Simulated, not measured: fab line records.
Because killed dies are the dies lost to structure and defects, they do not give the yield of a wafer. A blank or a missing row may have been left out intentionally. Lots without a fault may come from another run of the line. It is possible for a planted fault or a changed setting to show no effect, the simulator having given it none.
Split-lot experiment || flow gf180mcu || 5 lots, 23 wafers read, on a route of 602 steps

THE SPLIT
At GF_CONTACT_CVD_00 (deposits SiO2, target thk 300 nm, time 50 s), the setting sih4FlowSccm was moved away from the recipe's 60 sccm on 9 of the 23 wafers read, by -14.3% to +7.3%. This setting was run at the recipe's value on the other wafers.

The file shows no step between the split and the reading.

THE READING
CONTACT_CVD_00_THK, in nm, at GF_CONTACT_THK_MEAS_01. A value of 299 nm with a standard deviation of 3.5 nm is what fault-free wafers of this fab line usually give.

{"wafer": "L074.1", "tool, chamber at the split": "hdpcvd-02, 1", "sih4FlowSccm as run, sccm": 62.77, "against the recipe": "+4.6%", "CONTACT_CVD_00_THK, nm": 319, "against lot-mates on the recipe": "+17"}
{"wafer": "L074.2", "tool, chamber at the split": "hdpcvd-02, 2", "sih4FlowSccm as run, sccm": 62.77, "against the recipe": "+4.6%", "CONTACT_CVD_00_THK, nm": 316, "against lot-mates on the recipe": "+14"}
{"wafer": "L074.3", "tool, chamber at the split": "hdpcvd-02, 0", "sih4FlowSccm as run, sccm": 60, "against the recipe": "recipe", "CONTACT_CVD_00_THK, nm": 302, "against lot-mates on the recipe": "-"}
{"wafer": "L074.4", "tool, chamber at the split": "hdpcvd-02, 0", "sih4FlowSccm as run, sccm": 60, "against the recipe": "recipe", "CONTACT_CVD_00_THK, nm": 302, "against lot-mates on the recipe": "-"}
{"wafer": "L074.6", "tool, chamber at the split": "hdpcvd-02, 1", "sih4FlowSccm as run, sccm": 62.77, "against the recipe": "+4.6%", "CONTACT_CVD_00_THK, nm": 320, "against lot-mates on the recipe": "+18"}
{"wafer": "L076.1", "tool, chamber at the split": "hdpcvd-02, 2", "sih4FlowSccm as run, sccm": 51.42, "against the recipe": "-14.3%", "CONTACT_CVD_00_THK, nm": 258, "against lot-mates on the recipe": -42}
{"wafer": "L076.2", "tool, chamber at the split": "hdpcvd-02, 0", "sih4FlowSccm as run, sccm": 60, "against the recipe": "recipe", "CONTACT_CVD_00_THK, nm": 300, "against lot-mates on the recipe": "-"}
{"wafer": "L076.4", "tool, chamber at the split": "hdpcvd-02, 2", "sih4FlowSccm as run, sccm": 51.42, "against the recipe": "-14.3%", "CONTACT_CVD_00_THK, nm": 259, "against lot-mates on the recipe": -42}
{"wafer": "L076.5", "tool, chamber at the split": "hdpcvd-02, 1", "sih4FlowSccm as run, sccm": 51.42, "against the recipe": "-14.3%", "CONTACT_CVD_00_THK, nm": 260, "against lot-mates on the recipe": -40}
{"wafer": "L076.6", "tool, chamber at the split": "hdpcvd-02, 0", "sih4FlowSccm as run, sccm": 60, "against the recipe": "recipe", "CONTACT_CVD_00_THK, nm": 301, "against lot-mates on the recipe": "-"}
{"wafer": "L077.1", "tool, chamber at the split": "hdpcvd-01, 1", "sih4FlowSccm as run, sccm": 60, "against the recipe": "recipe", "CONTACT_CVD_00_THK, nm": 296, "against lot-mates on the recipe": "-"}
{"wafer": "L077.5", "tool, chamber at the split": "hdpcvd-01, 1", "sih4FlowSccm as run, sccm": 60, "against the recipe": "recipe", "CONTACT_CVD_00_THK, nm": 295, "against lot-mates on the recipe": "-"}
{"wafer": "L077.6", "tool, chamber at the split": "hdpcvd-01, 2", "sih4FlowSccm as run, sccm": 60, "against the recipe": "recipe", "CONTACT_CVD_00_THK, nm": 299, "against lot-mates on the recipe": "-"}
{"wafer": "L078.1", "tool, chamber at the split": "hdpcvd-01, 0", "sih4FlowSccm as run, sccm": 60, "against the recipe": "recipe", "CONTACT_CVD_00_THK, nm": 295, "against lot-mates on the recipe": "-"}
{"wafer": "L078.2", "tool, chamber at the split": "hdpcvd-01, 2", "sih4FlowSccm as run, sccm": 64.39, "against the recipe": "+7.3%", "CONTACT_CVD_00_THK, nm": 318, "against lot-mates on the recipe": "+23"}
{"wafer": "L078.4", "tool, chamber at the split": "hdpcvd-01, 1", "sih4FlowSccm as run, sccm": 64.39, "against the recipe": "+7.3%", "CONTACT_CVD_00_THK, nm": 317, "against lot-mates on the recipe": "+22"}
{"wafer": "L078.5", "tool, chamber at the split": "hdpcvd-01, 2", "sih4FlowSccm as run, sccm": 60, "against the recipe": "recipe", "CONTACT_CVD_00_THK, nm": 295, "against lot-mates on the recipe": "-"}
{"wafer": "L078.6", "tool, chamber at the split": "hdpcvd-01, 0", "sih4FlowSccm as run, sccm": 64.39, "against the recipe": "+7.3%", "CONTACT_CVD_00_THK, nm": 320, "against lot-mates on the recipe": "+25"}
{"wafer": "L080.2", "tool, chamber at the split": "hdpcvd-01, 2", "sih4FlowSccm as run, sccm": 60, "against the recipe": "recipe", "CONTACT_CVD_00_THK, nm": 299, "against lot-mates on the recipe": "-"}
{"wafer": "L080.3", "tool, chamber at the split": "hdpcvd-01, 0", "sih4FlowSccm as run, sccm": 60, "against the recipe": "recipe", "CONTACT_CVD_00_THK, nm": 299, "against lot-mates on the recipe": "-"}
{"wafer": "L080.4", "tool, chamber at the split": "hdpcvd-01, 2", "sih4FlowSccm as run, sccm": 60, "against the recipe": "recipe", "CONTACT_CVD_00_THK, nm": 297, "against lot-mates on the recipe": "-"}
{"wafer": "L080.5", "tool, chamber at the split": "hdpcvd-01, 1", "sih4FlowSccm as run, sccm": 60, "against the recipe": "recipe", "CONTACT_CVD_00_THK, nm": 297, "against lot-mates on the recipe": "-"}
{"wafer": "L080.6", "tool, chamber at the split": "hdpcvd-01, 0", "sih4FlowSccm as run, sccm": 60, "against the recipe": "recipe", "CONTACT_CVD_00_THK, nm": 295, "against lot-mates on the recipe": "-"}

THE FIT
A straight line over all 23 wafers: CONTACT_CVD_00_THK changes by +2.87 nm for each +1% of sih4FlowSccm; r = +0.98; the points scatter about the line by 3.4 nm.
The same after taking each lot's own level away (the mean of its wafers on the recipe; 23 wafers): +3.01 nm for each +1%; r = +1.00; scatter 1.6 nm.
On that fit, the largest move of sih4FlowSccm shifts the reading by 43 nm.
The lots' own levels span 295.0 to 302.0 nm, that is 2.0 times the standard deviation above.
Consequently the slope shifts little with the lot-to-lot level, the two slopes agreeing.
Check: for one of the wafers moved furthest among these (-14.3%), held out of the fit, the line's prediction against its lot-mates is -42.3 nm. Against them it came out at -42.5 nm.

THESE WAFERS: OTHER SPLITS
Before the reading, these wafers also passed through other splits. Each is held against what the fit with the lots' levels taken away leaves over:
{"other split on the same wafers": "GF_NSD_DEVELOP_06 developTimeS", "wafers away from the commonest value": 8, "r with CONTACT_CVD_00_THK (lot level and that fit taken away)": -0.41}
{"other split on the same wafers": "GF_PSD_DEVELOP_06 developTimeS", "wafers away from the commonest value": 7, "r with CONTACT_CVD_00_THK (lot level and that fit taken away)": "+0.19"}
{"other split on the same wafers": "GF_SAB_COAT_04 spinRpm", "wafers away from the commonest value": 11, "r with CONTACT_CVD_00_THK (lot level and that fit taken away)": "+0.46"}

THE WHOLE CHAIN: every reading that the file lists as answering this split, in the file's order
{"step": "GF_CONTACT_CVD_00", "what it does": "deposits SiO2, target thk 300 nm, time 50 s", "reading": "SiO2_of_CONTACT_CVD_00.thkNm (the simulator's own value, which no gauge read)", "change (the file's fit)": "+2.99 nm for each +1% of the setting", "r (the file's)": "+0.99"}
{"step": "GF_CONTACT_THK_MEAS_01", "what it does": "", "reading": "CONTACT_CVD_00_THK", "change (the file's fit)": "+2.99 for each +1% of the setting", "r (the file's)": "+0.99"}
{"step": "GF_CONTACT_ETCH_17", "what it does": "etches SiO2 in C4F8/O2/Ar, stops on CoSi2, target depth 860 nm", "reading": "CONTACT.featureDepthNm (the simulator's own value, which no gauge read)", "change (the file's fit)": "+2.9 nm for each +1% of the setting, in a fit together with leaveAboveRefNm@CONTACT_CMP_04", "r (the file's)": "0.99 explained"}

THE FILE'S OWN FIT
CONTACT_CVD_00_THK changes by +2.99 nm for each +1% of sih4FlowSccm, r = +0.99.
